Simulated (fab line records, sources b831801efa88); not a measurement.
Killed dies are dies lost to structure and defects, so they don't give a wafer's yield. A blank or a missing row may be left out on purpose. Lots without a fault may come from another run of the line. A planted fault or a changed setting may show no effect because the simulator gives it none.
fab line records | flow sky130
record lots=12 wafers=36 last_day=50
route steps=708 shown RES_XHIGH@334 CONTACT@422 METAL1@440
lots that met no fault: from a run of the same line without faults
start_h: hours from the record's first day to the start of the lot's first wafer shown | wait_h: hours since the lot's step before | " the same as in the row above | L1.1+2: a row that stands for several wafers | - no value, or no start given | * or withheld: withheld | < > ~ a bound
route shown NAME@n: a module of which the file shows steps, and the number in the route of the first | usual: mean/standard deviation of fault-free wafers | same: alike in all rows | chamber/n: place in a boat | sites: the reading at each site | _std_site: their standard deviation | _edge_site: outer sites' mean less inner sites' | radius_mm: how far each site lies from the wafer's centre | mask NAME#n: copy n | behind: the tool/chamber that last shaped the wafer | hold: why the lot was held/for how many hours/how that ended | device: the transistor (n, p or np) that didn't switch | end of line: the same wafers' tests at the end of the route | a step without rows: its recipe alone | killed: dies lost to structure and defects at the first sort, not the wafer's yield | map: a wafer's dies, x killed, . not, _ none there
set.NAME: the setting as run; set.NAME@STEP: as run at that earlier step | model.NAME: the simulator's own value behind a step, which no gauge read
steps of the route over a sample of lots; a table a step, a row a wafer
services: from which hour (start_h, from the record's first day; less than 0 if before it) a tool's chamber was out of use, for how many hours, and why
## steps
# step SKY_RES_XHIGH_COAT_02
# recipe resist=NOVOLAK spin_rpm=3000 resist_thk_nm=1140
# columns lot.wafer tool chamber start_h wait_h
L225.2+3+5 litho_track-01 0 602.00 0.1
L227.1+2+3 litho_track-01 0 623.33 0.1
L228.2+4+6 litho_track-03 0 635.51 0.1
L231.1+3+4 litho_track-02 0 660.04 0.1
L232.1+2+5 litho_track-03 0 662.68 0.1
L233.1+2+4 litho_track-03 0 668.08 0.1
L234.1+3+5 litho_track-02 0 683.54 0.1
L235.1+4+5 litho_track-03 0 691.28 0.1
L236.2+5+6 litho_track-01 0 698.70 0.1
L241.1+2+3 litho_track-03 0 741.93 0.1
L244.2+3+5 litho_track-03 0 762.06 0.1
L247.1+4+6 litho_track-02 0 786.29 0.1
# step SKY_RES_XHIGH_STRIP_08
# recipe chemistry=O2/N2 power_w=1400 pressure_mtorr=1500 platen_temp_c=withheld o2_flow_sccm=3000 n2_flow_sccm=300 overash_fraction=0.5
# usual drypump_motor_current_A=5.5/0.33 oes_product_au=0.711/0.0046 strip_time_to_endpoint_s=14.27/0.037
# same overash_fraction=0.5
# columns lot.wafer tool chamber start_h wait_h drypump_motor_current_A oes_product_au rf_hours_counter_h strip_time_to_endpoint_s
L225.2 plasma_asher-02 0 616.43 0.1 5.6 0.708 50 14.27
L225.3 " 1 " " 5.6 0.719 - 14.30
L225.5 " 1 " " 5.6 0.719 - 14.26
L227.1 plasma_asher-03 0 638.48 0.1 5.5 0.708 19 14.25
L227.2 " 1 " " 5.9 0.720 19 14.25
L227.3 " 0 " " 5.5 0.710 - 14.25
L228.2 plasma_asher-04 1 649.63 0.1 4.9 0.713 85 14.25
L228.4 " 0 " " 5.4 0.707 - 14.23
L228.6 " 1 " " 4.9 0.708 - 14.24
L231.1 plasma_asher-02 1 675.13 0.1 5.6 0.719 56 14.26
L231.3 " 0 " " 5.7 0.711 - 14.28
L231.4 " 1 " " 5.6 0.709 - 14.26
L232.1 plasma_asher-04 1 676.98 0.1 4.9 0.714 88 14.26
L232.2 " 0 " " 5.5 0.710 88 14.19
L232.5 " 1 " " 4.9 0.711 - 14.24
L233.1 plasma_asher-04 0 682.13 0.1 5.5 0.710 88 14.32
L233.2 " 1 " " 4.9 0.711 88 14.32
L233.4 " 0 " " 5.5 0.708 - 14.29
L234.1 plasma_asher-03 0 698.32 0.1 5.5 0.710 24 14.24
L234.3 " 1 " " 5.9 0.715 - 14.26
L234.5 " 1 " " 5.9 0.715 - 14.30
L235.1 plasma_asher-02 0 705.19 0.1 5.6 0.717 59 14.30
L235.4 " 1 " " 5.6 0.719 - 14.23
L235.5 " 0 " " 5.7 0.705 - 14.29
L236.2 plasma_asher-03 1 713.13 0.1 5.9 0.700 26 14.28
L236.5 " 0 " " 5.5 0.705 - 14.31
L236.6 " 1 " " 5.9 0.711 - 14.28
L241.1 plasma_asher-04 0 755.34 0.1 5.4 0.706 97 13.40
L241.2 " 1 " " 4.9 0.717 97 13.48
L241.3 " 0 " " 5.4 0.709 - 13.42
L244.2 plasma_asher-02 0 776.33 0.1 5.7 0.710 67 13.41
L244.3 " 1 " " 5.6 0.718 - 13.47
L244.5 " 1 " " 5.6 0.708 - 13.39
L247.1 plasma_asher-04 0 799.63 0.1 5.4 0.719 101 14.30
L247.4 " 1 " " 4.9 0.716 - 14.30
L247.6 " 0 " " 5.4 0.711 - 14.31
# step SKY_CONTACT_ETCH_16
# recipe chemistry=N2/H2 target=BARC ion_energy_ev=200 source_w=500 bias_w=100 pressure_mtorr=30 n2_flow_sccm=100 h2_flow_sccm=200 stop_on=SiO2 time_s=45.9 target_depth_a=600
# usual bias_w=100.0/0.32 drypump_motor_current_A=5.6/0.56 oes_product_au=0.855/0.0047 throttle_valve_pct=13.226/0.0085
# same time_s=45.9
# columns lot.wafer tool chamber start_h wait_h bias_w drypump_motor_current_A oes_product_au rf_hours_counter_h throttle_valve_pct
L225.2 rie_diel-04 2 733.95 0.0 99.8 5.0 0.850 1 13.225
L225.3 " 0 " " 100.1 5.5 0.851 12 13.235
L225.5 " 3 " " 99.8 6.0 0.854 - 13.220
L227.1 rie_diel-02 0 754.58 0.0 100.0 4.8 0.852 6 13.222
L227.2 " 3 " " 99.7 6.0 0.853 13 13.222
L227.3 " 1 " " 99.6 5.9 0.854 21 13.229
L228.2 rie_diel-04 3 764.29 0.0 100.3 6.0 0.856 42 13.220
L228.4 " 2 " " 99.9 5.0 0.863 2 13.228
L228.6 " 3 " " 99.9 6.0 0.866 - 13.212
L231.1 rie_diel-04 0 788.85 0.0 100.3 5.5 0.858 13 13.230
L231.3 " 1 " " 100.0 6.6 0.854 5 13.229
L231.4 " 2 " " 99.9 5.0 0.852 - 13.236
L232.1 rie_diel-03 2 790.49 0.0 100.3 6.3 0.859 15 13.214
L232.2 " 3 " " 99.6 4.8 0.848 1 13.235
L232.5 " 1 " " 100.2 6.0 0.854 - 13.225
L233.1 rie_diel-03 2 795.50 0.0 100.2 6.3 0.857 15 13.226
L233.2 " 0 " " 100.0 5.5 0.851 7 13.240
L233.4 " 1 " " 100.2 6.1 0.859 15 13.229
L234.1 rie_diel-03 3 811.55 0.0 99.7 4.8 0.848 2 13.227
L234.3 " 2 " " 99.8 6.4 0.851 15 13.233
L234.5 " 3 " " 100.0 4.8 0.851 - 13.219
L235.1 rie_diel-03 1 818.54 0.0 99.9 5.9 0.856 16 13.215
L235.4 " 3 " " 100.0 4.8 0.864 2 13.215
L235.5 " 0 " " 100.2 5.5 0.861 - 13.225
L236.2 rie_diel-03 1 825.13 0.0 100.6 6.0 0.855 16 13.219
L236.5 " 2 " " 100.3 6.3 0.867 - 13.241
L236.6 " 3 " " 99.9 4.8 0.865 - 13.235
L241.1 rie_diel-03 2 865.38 0.0 100.0 6.3 0.861 17 13.235
L241.2 " 0 " " 99.9 5.5 0.850 10 13.226
L241.3 " 3 " " 99.7 4.8 0.852 4 13.225
L244.2 rie_diel-02 1 884.43 0.0 99.9 6.0 0.848 25 13.212
L244.3 " 2 " " 100.1 5.8 0.859 19 13.224
L244.5 " 0 " " 99.7 4.9 0.865 - 13.229
L247.1 rie_diel-03 3 907.14 0.0 99.6 4.8 0.852 6 13.217
L247.4 " 2 " " 100.2 6.3 0.854 19 13.228
L247.6 " 0 " " 100.3 5.5 0.854 - 13.241
# step SKY_CONTACT_ETCH_17
# recipe target=SiO2 chemistry=C4F8/O2/Ar stop_on=Si3N4 mask_material=KrF-thick source_w=1500 bias_w=1200 pressure_mtorr=40 c4f8_flow_sccm=withheld O2_flow_sccm=6 Ar_flow_sccm=300 time_s=withheld target_depth_a=3400
# usual bias_w=1200/3.6 oes_product_au=0.891/0.0048
# columns lot.wafer tool chamber start_h wait_h bias_w oes_product_au
L225.2 rie_diel-04 2 733.99 0.0 1204 0.897
L225.3 " 0 " " 1205 0.894
L225.5 " 3 " " 1200 0.888
L227.1 rie_diel-02 0 754.63 0.0 1208 0.892
L227.2 " 3 " " 1203 0.893
L227.3 " 1 " " 1196 0.885
L228.2 rie_diel-04 3 764.33 0.0 1194 0.886
L228.4 " 2 " " 1200 0.894
L228.6 " 3 " " 1195 0.894
L231.1 rie_diel-04 0 788.89 0.0 1198 0.902
L231.3 " 1 " " 1199 0.894
L231.4 " 2 " " 1205 0.899
L232.1 rie_diel-03 2 790.53 0.0 1211 0.898
L232.2 " 3 " " 1199 0.885
L232.5 " 1 " " 1205 0.897
L233.1 rie_diel-03 2 795.54 0.0 1200 0.895
L233.2 " 0 " " 1195 0.889
L233.4 " 1 " " 1200 0.893
L234.1 rie_diel-03 3 811.59 0.0 1204 0.898
L234.3 " 2 " " 1202 0.891
L234.5 " 3 " " 1201 0.889
L235.1 rie_diel-03 1 818.58 0.0 1203 0.886
L235.4 " 3 " " 1202 0.896
L235.5 " 0 " " 1201 0.894
L236.2 rie_diel-03 1 825.18 0.0 1200 0.876
L236.5 " 2 " " 1201 0.892
L236.6 " 3 " " 1198 0.894
L241.1 rie_diel-03 2 865.43 0.0 1201 0.889
L241.2 " 0 " " 1198 0.893
L241.3 " 3 " " 1203 0.890
L244.2 rie_diel-02 1 884.48 0.0 1208 0.892
L244.3 " 2 " " 1200 0.888
L244.5 " 0 " " 1201 0.896
L247.1 rie_diel-03 3 907.18 0.0 1199 0.895
L247.4 " 2 " " 1201 0.885
L247.6 " 0 " " 1201 0.895
# step SKY_METAL1_THK_MEAS_06
# recipe thk_meas_gauge=xrf reads=AlCu_of_METAL1_SPUTTER_02
# usual METAL1_ALCU_THK=250/3.1
# columns lot.wafer tool chamber start_h wait_h METAL1_ALCU_THK[nm]
L225.2 film_metro-04 - 735.63 0.1 250
L225.3 " - " " 249
L225.5 " - " " 250
L227.1 film_metro-04 - 756.22 0.1 250
L227.2 " - " " 250
L227.3 " - " " 255
L228.2 film_metro-01 - 765.94 0.1 247
L228.4 " - " " 248
L228.6 " - " " 248
L231.1 film_metro-02 - 790.55 0.1 251
L231.3 " - " " 251
L231.4 " - " " 246
L232.1 film_metro-02 - 792.48 0.1 253
L232.2 " - " " 251
L232.5 " - " " 249
L233.1 film_metro-01 - 797.36 0.1 249
L233.2 " - " " 245
L233.4 " - " " 244
L234.1 film_metro-04 - 813.18 0.1 247
L234.3 " - " " 246
L234.5 " - " " 249
L235.1 film_metro-04 - 820.27 0.1 248
L235.4 " - " " 250
L235.5 " - " " 248
L236.2 film_metro-02 - 827.92 0.1 250
L236.5 " - " " 251
L236.6 " - " " 251
L241.1 film_metro-01 - 867.06 0.1 251
L241.2 " - " " 251
L241.3 " - " " 249
L244.2 film_metro-04 - 886.14 0.1 252
L244.3 " - " " 253
L244.5 " - " " 255
L247.1 film_metro-04 - 909.04 0.1 250
L247.4 " - " " 246
L247.6 " - " " 249
## services
# columns tool chamber start_h hours kind
rie_diel-02 0 578.18 5.9 repair
rie_diel-04 3 579.03 1.7 repair
plasma_asher-03 - 586.27 9.3 repair
rie_diel-02 3 595.54 6.8 repair
rie_diel-04 3 619.73 13.8 repair
plasma_asher-04 - 624.06 4.9 repair
plasma_asher-03 - 642.71 2.8 pm
plasma_asher-03 - 646.87 0.6 repair
plasma_asher-02 - 657.41 2.8 pm
rie_diel-03 - 693.34 0.4 repair
rie_diel-04 3 701.99 23.6 repair
rie_diel-04 1 725.20 24.6 repair
plasma_asher-04 - 731.74 2.8 pm
plasma_asher-03 - 734.96 14.6 pm
rie_diel-02 2 751.17 12.6 repair
plasma_asher-04 - 767.82 5.9 pm
rie_diel-03 - 800.11 0.2 repair
rie_diel-02 1 804.19 5.4 repair
rie_diel-04 3 811.65 16.3 repair
rie_diel-02 1 826.38 1.7 repair
rie_diel-04 1 828.89 10.4 repair
rie_diel-02 0 838.41 8.5 repair
rie_diel-04 2 886.24 5.4 repair
rie_diel-02 0 893.98 4.1 repair
## key
first_sign step=SKY_RES_XHIGH_STRIP_08 reading=strip_time_to_endpoint_s direction=down sigmas=22 usual=* struck=*
effect none on later readings
met_at SKY_RES_XHIGH_COAT_02
struck_lots L241,L244
tester_left_out L241,L244
not_acting_at SKY_CONTACT_ETCH_16,SKY_CONTACT_ETCH_17,SKY_METAL1_THK_MEAS_06
onset_between 691.28 741.93
fault kind=process_parameter_drift tool=litho_track-03 chamber=- onset_h=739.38 steps=SKY_RES_XHIGH_COAT_02 channel=resist_thk_nm offset=-70.087 shape=step end_h=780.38 acts_in=these_recipes_only stated=1140
# tester_left_out: of these lots the tester's yield and bins aren't shown, on N5 and GAA mostly nor the transistor test; their killed dies are dies lost to structure and defects alone, not to doping, threshold or leakage, so they don't give the yield
